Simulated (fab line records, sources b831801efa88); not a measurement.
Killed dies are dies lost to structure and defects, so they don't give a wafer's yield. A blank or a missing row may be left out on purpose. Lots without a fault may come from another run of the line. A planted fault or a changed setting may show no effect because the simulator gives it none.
A struck lot beside a sound one | flow sky130 | 17 steps out of a route of 708
Sound: wafers L673.1, L673.2, L673.3. Struck: wafers L675.2, L675.4, L675.6. The cause comes at the end.
At each step with rows: each side's tool, then ch and its chambers, then its first start. Under that, the readings that differ: sound wafers | struck wafers | difference of the means | sigmas: that difference in standard deviations of wafers without a fault.
alike: readings whose means differ by less than 2 such deviations, and words and numbers that are the same on both sides. not compared: withheld readings, readings that some wafer has no value for, bounds like >300 that may hide the same value, and numbers for which the record gives no deviation and whose values overlap.
The two part at a step that has a row with sigmas, a row that says differs or no value, or rows on one side only. Numbers that don't overlap but have no deviation are shown without sigmas and don't part them. A reading that every wafer of one side lacks parts them only if that side has two wafers or more.

SKY_METAL1_THK_MEAS_06: measures by xrf.
  sound on film_metro-03, day 34 13:54; struck on film_metro-03, day 34 23:58
  alike: METAL1_ALCU_THK
then, 8 steps without rows for these wafers: SKY_METAL1_DEHYDRATE_07 (time 60 s); SKY_METAL1_HMDS_08 (prime time 60 s); SKY_METAL1_COAT_09 (resist thk 60 nm); SKY_METAL1_COAT_10 (resist thk 450 nm); SKY_METAL1_SOFTBAKE_11 (time 90 s); SKY_METAL1_EXPOSE_12 (exposes mask MM1, target cd 140 nm); SKY_METAL1_PEB_13; SKY_METAL1_DEVELOP_14 (develop time 60 s).
SKY_METAL1_CD_MEAS_15: target cd 140 nm.
  sound on cd_sem-02, day 35 16:43; struck on cd_sem-02, day 36 03:35
  alike: cd_nm
SKY_METAL1_OVL_MEAS_16:
  sound on overlay-01, day 35 16:50; struck on overlay-01, day 36 03:43
  alike: METAL1_OVL
SKY_METAL1_DESCUM_17: chemistry O2, time 8 s.
  sound on rie_metal-03 ch 0,1, day 35 16:52; struck on rie_metal-02 ch 0,1, day 36 03:45
  alike: chamber_pressure_mTorr, drypump_motor_current_A, oes_product_au
  not compared: rf_hours_counter_h
SKY_METAL1_ETCH_18: etches BARC in N2/H2, stops on SiO2, time 45.9 s, target depth 60 nm.
  sound on rie_metal-03 ch 0,1, day 35 16:54; struck on rie_metal-02 ch 0,1, day 36 03:47
  no value came back on the struck wafers for any of 5 readings (bias_w (W), chamber_pressure_mTorr (mTorr) and others); on the sound wafers bias_w (W) reads 100.6 100.3 100.6
  reading                                       | sound             | struck          | difference | sigmas
  model.KrF-thick_of_METAL1_COAT_10.thk_nm (nm) | 392.2 392.3 393.4 | 437.1 437.1 436 | +44.1      |
  not compared: rf_hours_counter_h
SKY_METAL1_METAL_ETCH_19: etches the open film in Cl2/BCl3, stops on SiO2, target depth 360 nm, time 78 s.
  sound on rie_metal-03 ch 0,1, day 35 16:58; struck on rie_metal-02 ch 0,1, day 36 03:51
  reading                                       | sound             | struck            | difference | sigmas
  oes_product_au (a.u.)                         | 0.862 0.855 0.858 | 0.382 0.375 0.380 | -0.479     | -87
  model.KrF-thick_of_METAL1_COAT_10.thk_nm (nm) | 161.1 158.7 160.8 | 202.3 203.4 202.5 | +42.5      |
  alike: bcl3_flow_sccm, bias_w, chamber_pressure_mTorr, drypump_motor_current_A, throttle_valve_pct
  not compared: rf_hours_counter_h
SKY_METAL1_STRIP_20: strips in O2/N2.
  sound on plasma_asher-03 ch 0,1, day 35 17:04; struck on plasma_asher-04 ch 0,1, day 36 03:56
  reading                      | sound             | struck            | difference | sigmas
  oes_product_au (a.u.)        | 0.346 0.344 0.348 | 0.359 0.358 0.365 | +0.015     | +3
  strip_time_to_endpoint_s (s) | 2.72 2.68 2.73    | 3.17 3.18 3.19    | +0.47      | +9
  alike: chamber_pressure_mTorr, drypump_motor_current_A
  not compared: rf_hours_counter_h
then, 1 step without rows for these wafers: SKY_METAL1_STRIP_21 (strips in post etch residue remover, time 1200 s).
-- the record jumps here: 12 days lie between the struck wafers' starts before and after (it left off in module METAL1 and takes up again in module PAD_OPEN, whose first step shown is number 708 of the route) --
SKY_PAD_OPEN_PROBE_99:
  the record has rows for the struck wafers here (prober-02, day 48 12:07) and none for the sound ones

WHERE THEY PART
First at SKY_METAL1_ETCH_18; last, within this record, at SKY_PAD_OPEN_PROBE_99.

WHY: what the simulator had put in
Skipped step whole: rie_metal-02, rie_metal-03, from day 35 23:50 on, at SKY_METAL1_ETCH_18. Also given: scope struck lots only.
